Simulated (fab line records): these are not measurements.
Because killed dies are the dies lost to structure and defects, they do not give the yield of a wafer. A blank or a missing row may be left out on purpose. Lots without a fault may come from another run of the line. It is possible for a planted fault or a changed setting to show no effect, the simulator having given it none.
Which tool is to blame?	flow gf180mcu	24 lots, 72 wafers sampled, at 2 steps of a route of 602

== WHAT THE GAUGES READ, wafer by wafer ==
GF_V2_OVL_MEAS_15. Usual: V2_OVL typically reads -1 nm, with standard deviation 6.1.
lot	measured	on	V2_OVL (nm)	flag
L074	day 20 03:50	overlay-02	-7 1 -6	
L075	day 20 15:53	overlay-02	-6 -2 -3	
L076	day 21 17:50	overlay-01	-5 -9 -10	
L077	day 21 21:59	overlay-02	-5 1 3	
L078	day 22 01:32	overlay-02	7 1 -2	
L079	day 22 05:56	overlay-02	-13 -8 -12	
L080	day 22 10:26	overlay-02	-1 1 -8	
L081	day 23 11:55	overlay-01	11 11 9	
L082	day 23 15:03	overlay-01	4 -4 6	
L083	day 24 07:38	overlay-02	-2 -3 -3	
L084	day 24 09:59	overlay-02	11 3 8	
L085	day 24 10:38	overlay-01	1 0 0	
L086	day 24 12:47	overlay-01	-3 0 -3	
L087	day 25 08:18	overlay-02	12 8 5	
L088	day 25 10:32	overlay-01	3 -1 -4	
L089	day 25 13:41	overlay-01	3 -7 -3	
L090	day 26 07:11	overlay-02	-7 0 -1	
L091	day 27 04:23	overlay-01	-6 -4 -5	
L092	day 27 01:13	overlay-02	-2 0 6	
L093	day 27 05:31	overlay-02	-2 6 -5	
L094	day 27 08:07	overlay-01	-4 -1 -2	
L095	day 27 11:17	overlay-01	7 0 8	
L096	day 27 12:13	overlay-02	-6 -3 -1	
L097	day 28 05:50	overlay-01	-3 4 -2	

== WHICH TOOL RAN EACH LOT (tool, then ch and the chambers of the sampled wafers, then the start) ==
lot	GF_LVPWELL_STRIP_10
L074	plasma asher-04 ch 0,1, day 3 18:56
L075	plasma asher-03 ch 0,1, day 3 23:59
L076	plasma asher-01 ch 0,1, day 4 14:06
L077	plasma asher-03 ch 0,1, day 4 20:42
L078	plasma asher-03 ch 0,1, day 4 22:54
L079	plasma asher-04 ch 0, day 5 03:15
L080	plasma asher-03 ch 0,1, day 5 05:56
L081	plasma asher-03 ch 0,1, day 5 16:33
L082	plasma asher-04 ch 0,1, day 5 20:07
L083	plasma asher-04 ch 0,1, day 5 23:12
L084	plasma asher-01 ch 0,1, day 6 04:14
L085	plasma asher-04 ch 0,1, day 6 10:08
L086	plasma asher-01 ch 0,1, day 6 16:17
L087	plasma asher-04 ch 0,1, day 6 22:28
L088	plasma asher-03 ch 0,1, day 7 03:57
L089	plasma asher-03 ch 0,1, day 7 09:18
L090	plasma asher-01 ch 0,1, day 7 14:47
L091	plasma asher-04 ch 0,1, day 7 21:33
L092	plasma asher-01 ch 0,1, day 8 03:56
L093	plasma asher-04 ch 0,1, day 8 08:33
L094	plasma asher-01 ch 0,1, day 8 14:21
L095	plasma asher-04 ch 0,1, day 8 20:35
L096	plasma asher-03 ch 0,1, day 9 00:27
L097	plasma asher-04 ch 0,1, day 9 10:29
- GF_LVPWELL_STRIP_10: strips in O2/N2.

== AS READ BY THE TOOLS THEMSELVES (means over the sampled wafers that have a number; for cases with no such wafer, the mark the record gives instead) ==
GF_LVPWELL_STRIP_10. Usual: drypump motor current A 5.7 A, standard deviation 0.41; heater power w 326 W, standard deviation 48; oes product au 0.722 a.u., standard deviation 0.0043; platen temp c 249.97 C, standard deviation 0.18; strip time to endpoint s 36.92 s, standard deviation 0.095.
lot	tool	drypump motor current A (A)	heater power w (W)	oes product au (a.u.)	platen temp c (C)	strip time to endpoint s (s)	flag
L074	plasma asher-04	5.6	307	0.722	249.88	36.95	
L075	plasma asher-03	5.7	332	0.721	250.00	36.84	
L076	plasma asher-01	6.3	316	0.719	250.20	37.01	
L077	plasma asher-03	5.5	315	0.720	249.88	37.11	
L078	plasma asher-03	5.5	319	0.724	250.07	37.02	
L079	plasma asher-04	5.1	400	0.715	249.74	36.79	
L080	plasma asher-03	5.7	339	0.723	250.01	36.91	
L081	plasma asher-03	5.7	330	0.722	250.01	36.88	
L082	plasma asher-04	5.6	314	0.720	249.90	36.83	
L083	plasma asher-04	5.3	360	0.723	250.08	36.83	
L084	plasma asher-01	6.2	316	0.721	249.72	37.06	
L085	plasma asher-04	5.3	355	0.725	249.96	36.98	
L086	plasma asher-01	6.2	321	0.724	249.90	36.87	
L087	plasma asher-04	5.6	313	0.725	249.97	36.82	
L088	plasma asher-03	5.7	336	0.720	249.84	36.90	
L089	plasma asher-03	5.5	319	0.725	250.01	36.91	
L090	plasma asher-01	6.2	315	0.721	250.01	36.86	
L091	plasma asher-04	5.6	308	0.721	249.82	36.90	
L092	plasma asher-01	6.3	321	0.719	249.86	36.98	
L093	plasma asher-04	5.6	306	0.724	250.00	36.93	
L094	plasma asher-01	6.3	321	0.722	250.18	36.86	
L095	plasma asher-04	5.4	360	0.730	249.94	36.90	
L096	plasma asher-03	5.7	335	0.724	250.00	37.00	
L097	plasma asher-04	5.3	350	0.721	250.08	36.90	

== THE ANSWER, worked out from the rows above alone ==
Rule: take the mean of a lot's wafers that have a number; if it is more than 3 standard deviations from the usual mean, the lot is off. Also off: a lot with no number at a reading for which 4 or more lots have one. All remaining lots with rows at the step are treated as sound. The gauges are gone through in route order, then the tools' own readings, and for those a lot's mean is taken as printed above. At the first step where some lot is off, the reading lying furthest off is the one used; lots without a number count as furthest.
No lot is off on any of the readings shown, so nothing can be concluded from this.

== WHAT THE SIMULATOR PUT IN ==
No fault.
